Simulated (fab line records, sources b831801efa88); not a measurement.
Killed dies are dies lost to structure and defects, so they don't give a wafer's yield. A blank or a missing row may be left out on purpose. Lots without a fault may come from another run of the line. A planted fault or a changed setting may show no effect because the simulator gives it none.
Problem report in the 8D (eight disciplines) form, filled by code | flow sky130 | the parts of the form that need people (team, actions taken, sign-off) are left out

1. THE PROBLEM
killed_at_other at SKY_PAD_OPEN_PROBE_99 reads a mean of 50.8 on 4 wafers of 3 lots; wafers without a fault read 0.4 with a standard deviation of 0.58. That is +87 standard deviations from the usual mean.
First seen on wafer L293.4, day 49 05:41, on prober-01. The record holds 36 wafers of 12 lots with a number at this step. Rule for "out", or "out of limits": more than 4 standard deviations from the usual mean. The other wafers with a number count as sound.

2. WHAT IT IS AND WHAT IT IS NOT
question                    | is                                                                                                    | is not
which readings at this step | killed_at_other, defect_limited_yield, killed_dies, sort_bin_3_pad_short, sort_n_pass, sort_yield_pct | killed_at_M0_to_M3, killed_at_M4_up, killed_at_contacts, killed_open, killed_short, sort_bin_6_memory
which lots                  | L293, L294, L296                                                                                      | L280, L281, L282, L283, L285, L287, L288, L291, L292
which wafers of those lots  | L293.4, L293.6, L294.4, L296.1                                                                        | L293.3, L294.1, L294.5, L296.2, L296.6
read on which tools         | prober-01, prober-02                                                                                  | -
when                        | from day 49 05:41                                                                                     | up to then (28 sound wafers); but 4 sound wafers of L294, L296 came after

3. SUSPECTS, AND WHAT RULES EACH OUT
Counting: a tool at a process step up to the reading stays a suspect if it ran every lot that is out. Sound lots after the first of them don't rule it out here, since some wafers of a struck lot are sound.
- rie_metal-01 at SKY_CAPM_METAL_ETCH_13 (etches TiN in Cl2/BCl3, stops on SiO2, target depth 220 nm, time 62.9 s): kept. It ran every lot that is out, first L293 (day 41 16:16); its last sound lot up to then is L292 (day 41 08:49).
- Within rie_metal-01 at SKY_CAPM_METAL_ETCH_13: the wafers that are out ran in chamber 1; their sound lot-mates ran in chamber 0.
Left after counting: rie_metal-01 at SKY_CAPM_METAL_ETCH_13.

4. THE CAUSE (what the simulator had put in)
Chamber particle source: rie_metal-01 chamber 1, from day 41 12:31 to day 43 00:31, at SKY_CAPM_METAL_ETCH_13. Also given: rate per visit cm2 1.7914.
Counting left only this tool.

5. THE CHAIN OF EFFECTS, in route order
Each row: a reading whose mean over the struck wafers that have a number lies more than 3 standard deviations from the usual. Only readings for which the record gives a usual standard deviation are gone through. hours: the time from each lot's start at the first step in this table that gives one to its start at this step, as a median over the lots. sigmas: the change in usual standard deviations.
hours | step                  | reading              | usual  | on struck wafers | change | sigmas
0     | SKY_PAD_OPEN_PROBE_99 | defect_limited_yield | 82.4 % | 71.9             | -10.5  | -5.8
0     | SKY_PAD_OPEN_PROBE_99 | killed_at_other      | 0.4    | 50.8             | +50.4  | +87
0     | SKY_PAD_OPEN_PROBE_99 | killed_dies          | 87     | 138              | +52    | +5.7
0     | SKY_PAD_OPEN_PROBE_99 | killed_on_rim        | 17     | 30               | +12    | +3.2
0     | SKY_PAD_OPEN_PROBE_99 | sort_bin_3_pad_short | 0.9 %  | 4.6              | +3.7   | +8.6
0     | SKY_PAD_OPEN_PROBE_99 | sort_bin_5_function  | 10.5 % | 16.3             | +5.8   | +3.9
0     | SKY_PAD_OPEN_PROBE_99 | sort_n_pass          | 405    | 354              | -52    | -5.7
0     | SKY_PAD_OPEN_PROBE_99 | sort_yield_pct       | 82.4 % | 71.9             | -10.5  | -5.8
The process steps in it:
- SKY_PAD_OPEN_PROBE_99

6. WHAT WOULD HAVE CAUGHT IT SOONER
In this record the first reading out of limits was taken at day 49 05:41, 185 hours after the fault began at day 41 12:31.
Of the tool readings at SKY_CAPM_METAL_ETCH_13 for which the record gives a usual standard deviation, none was out on any struck wafer, so an alarm limit of 4 standard deviations on them would not have fired.
All the lots that are out (3) had begun SKY_CAPM_METAL_ETCH_13 on rie_metal-01 by day 49 05:41. A hold on the tool at that time would have spared none of them.
